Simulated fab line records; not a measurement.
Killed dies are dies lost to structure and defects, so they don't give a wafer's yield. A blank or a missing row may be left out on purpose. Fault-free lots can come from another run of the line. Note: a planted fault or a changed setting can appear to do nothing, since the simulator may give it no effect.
A lot that was struck, set against a sound lot :: flow sky130 :: 26 out of 708 route steps
Sound: these wafers, L993.2, L993.3, L993.5. The struck wafers were L995.2, L995.4, L995.5. The cause is given at the end.
For every step that has rows: the tool of each side, followed by ch and its chambers, followed by its first start. Under that, the readings that differ: sound wafers :: struck wafers :: difference of the means :: sigmas: that difference in standard deviations of wafers without a fault.
alike: words and numbers the same on both sides, and readings whose means are apart by under 2 such deviations; not compared: readings that were withheld, readings missing a value for some wafer, numbers with overlapping values and no deviation given by the record, and bounds like >300 which may hide the same value.
A row with sigmas, a row that says differs or no value, or rows on one side alone: a step with any of these is where the two part. Numbers that don't overlap but have no deviation are shown without sigmas and don't part them. A reading that every wafer of one side lacks parts them only if that side has two wafers or more.

SKY_LDD_N_STRIP_16: strips in O2/N2.
  sound on plasma asher-03 ch 0, day 19 02:26; struck on plasma asher-02 ch 0,1, day 19 09:53
  alike: chamber pressure mTorr, drypump motor current A, oes product au, strip time to endpoint s
  not compared: rf hours counter h
SKY_LDD_N_TW_MEAS_17:
  sound: film metro-01 at day 19 02:33; struck: film metro-01 at day 19 10:00
  alike: LDD_N_TW
then, 7 steps without rows for these wafers: SKY_LDD_P_DEHYDRATE_00 (time 60 s); SKY_LDD_P_HMDS_01 (prime time 60 s); SKY_LDD_P_COAT_02 (resist thk 1140 nm); SKY_LDD_P_SOFTBAKE_03 (time 60 s); SKY_LDD_P_EXPOSE_04 (exposes mask PSDM, target cd 380 nm); SKY_LDD_P_PEB_05; SKY_LDD_P_DEVELOP_06 (develop time 60 s).
SKY_LDD_P_CD_MEAS_07: the cd target is 380 nm.
  sound: cd sem-02 at day 20 09:26; struck: cd sem-01 at day 20 16:23
  alike: cd nm
SKY_LDD_P_OVL_MEAS_08:
  sound: overlay-02 at day 20 09:33; struck: overlay-01 at day 20 16:29
  alike: LDD_P_OVL
following that, these wafers have no rows for 1 step: SKY_LDD_P_IMPLANT_09.
SKY_LDD_P_STRIP_10: strips in O2/N2.
  sound on plasma asher-02 ch 0, day 20 09:44; struck on plasma asher-03 ch 0, day 20 16:40
  no value came back on the struck wafers for any of 5 readings (chamber pressure mTorr (mTorr), drypump motor current A (A) and others); on the sound wafers chamber pressure mTorr (mTorr) reads 1496.5 1502.0 1500.7
reading: model.NOVOLAK_of_LDD_P_COAT_02.thk nm (nm)
sound: 0 0 0
struck: 1143 1142 1136
difference: +1140
sigmas: 
  not compared: rf hours counter h
SKY_LDD_P_TW_MEAS_11:
  sound: film metro-03 at day 20 09:50; struck: film metro-01 at day 20 16:48
  alike: LDD_P_TW
then, 7 steps without rows for these wafers: SKY_LDD_HVN_DEHYDRATE_00 (time 60 s); SKY_LDD_HVN_HMDS_01 (prime time 60 s); SKY_LDD_HVN_COAT_02 (resist thk 300 nm); SKY_LDD_HVN_SOFTBAKE_03 (time 60 s); SKY_LDD_HVN_EXPOSE_04 (exposes mask HVNTM, target cd 700 nm); SKY_LDD_HVN_PEB_05; SKY_LDD_HVN_DEVELOP_06 (develop time 60 s).
SKY_LDD_HVN_OVL_MEAS_07:
  sound: overlay-02 at day 21 16:23; struck: overlay-01 at day 21 23:20
  alike: LDD_HVN_OVL
following that, these wafers have no rows for 1 step: SKY_LDD_HVN_IMPLANT_08.
SKY_LDD_HVN_STRIP_09: strips in O2/N2.
  sound on plasma asher-02 ch 1, day 21 16:34; struck on plasma asher-02 ch 1, day 21 23:31
reading: oes product au (a.u.)
sound: 0.406 0.408 0.416
struck: 0.714 0.725 0.712
difference: +0.307
sigmas: +70

reading: strip time to endpoint s (s)
sound: 4.153 4.137 4.142
struck: 21.792 21.784 21.680
difference: +17.608
sigmas: +99 or more
  alike: chamber pressure mTorr, drypump motor current A
  not compared: rf hours counter h
SKY_LDD_HVN_TW_MEAS_10:
  sound: film metro-04 at day 21 16:40; struck: film metro-02 at day 21 23:50
reading: LDD_HVN_TW
sound: 1457 1451 1461
struck: 30 30 30
difference: -1426
sigmas: -99 or more
  not compared: hold
SKY_PAD_OPEN_PROBE_99:
  rows exist in the record for the sound wafers here (prober-01, day 46 17:36), none for the struck ones

## WHERE THEY PART
Earliest at SKY_LDD_P_STRIP_10; latest, in this record, at SKY_PAD_OPEN_PROBE_99.

WHY: the cause the simulator had injected
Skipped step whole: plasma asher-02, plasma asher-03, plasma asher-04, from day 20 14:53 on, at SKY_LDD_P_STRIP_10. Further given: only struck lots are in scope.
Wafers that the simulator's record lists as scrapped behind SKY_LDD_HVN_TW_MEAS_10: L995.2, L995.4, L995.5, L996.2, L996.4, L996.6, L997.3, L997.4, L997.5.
